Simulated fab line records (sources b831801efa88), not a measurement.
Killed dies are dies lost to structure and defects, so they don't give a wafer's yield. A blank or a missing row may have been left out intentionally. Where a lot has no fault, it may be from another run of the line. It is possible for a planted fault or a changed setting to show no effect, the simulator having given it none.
One fault through the eyes of 2 desks / flow sky130 / what lay behind the numbers comes last; until then each desk has only its own

## FOR THE TOOL OWNER'S DESK: wetBench-01
The tool's own readings at SKY_FIELD_ISO_WET_ETCH_30 (etches SiO2 in dHF, target depth 25 nm, time 50 s): means of the sampled wafers that have a number, for each lot that ran on this tool. A lot is out of limits, marked OUT, if its mean lies more than 4 standard deviations from the usual mean; the brackets give that distance.
Columns: A = bathHeatDutyPct at SKY_FIELD_ISO_WET_ETCH_30, usual 6.0 %; B = tempC at SKY_FIELD_ISO_WET_ETCH_30, usual 25.00 C
lot=L568; first seen here=day 3 02:08; A=6.3; B=25.11
lot=L570; first seen here=day 3 03:16; A=0.0 (-10) OUT; B=13.84 (-93) OUT
This desk's finding: out of limits on L570; first on L570, day 3 03:16 (bathHeatDutyPct at SKY_FIELD_ISO_WET_ETCH_30). L568 stayed within limits.

## AT THE METROLOGY DESK
Lot by lot, what the gauges showed, no matter which tool ran the lot: averages of those sampled wafers that carry a number. A lot is out of limits, marked OUT, if its mean lies more than 4 standard deviations from the usual mean; the brackets give that distance.
Columns: A = FIELD_ISO_OXIDATION_01_THK at SKY_FIELD_ISO_THK_MEAS_23, usual 9.97 nm; B = FIELD_ISO_CVD_24_THK at SKY_FIELD_ISO_THK_MEAS_25, usual 595 nm; C = NWELL_OXIDATION_THK at SKY_NWELL_THK_MEAS_02, usual 9.94 nm; D = DNWELL_TW at SKY_DNWELL_TW_MEAS_09, usual 1119; E = PWDE_OVL at SKY_PWDE_OVL_MEAS_07, usual 0.0 nm; F = PWDE_TW at SKY_PWDE_TW_MEAS_10, usual 374.8
lot=L567; first seen here=day 2 22:16; A=10.03; B=597; C=10.02; D=1137; E=-1.3; F=377.4
lot=L568; first seen here=day 2 23:26; A=9.98; B=599; C=10.01; D=1119; E=-1.3; F=373.1
lot=L570; first seen here=day 2 23:48; A=9.67; B=591; C=9.67; D=1123; E=1.4; F=376.9
lot=L582; first seen here=day 5 15:39; A=10.20; B=593; C=9.81; D=1119; E=1.0; F=372.1
lot=L588; first seen here=day 6 19:19; A=9.59; B=594; C=9.97; D=1119; E=-0.4; F=378.0
Result from this desk: across the 5 lots, nothing is out of limits.

## TAKEN TOGETHER
On L570, at day 3 03:16, an alarm was possible from the tool owner's desk.
Nothing out of limits was seen by the metrology desk.
The metrology desk has L570 on record, within its limits.
SKY_FIELD_ISO_WET_ETCH_30 was run on wetBench-01 by each of the lots named.

## WHAT THE SIMULATOR PUT IN
wetBench-01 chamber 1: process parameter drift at SKY_FIELD_ISO_WET_ETCH_30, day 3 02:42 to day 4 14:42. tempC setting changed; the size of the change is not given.
Struck lots among those shown: L570.
Hours from the fault's start to each desk's first reading out of limits: the tool owner's desk, 1.
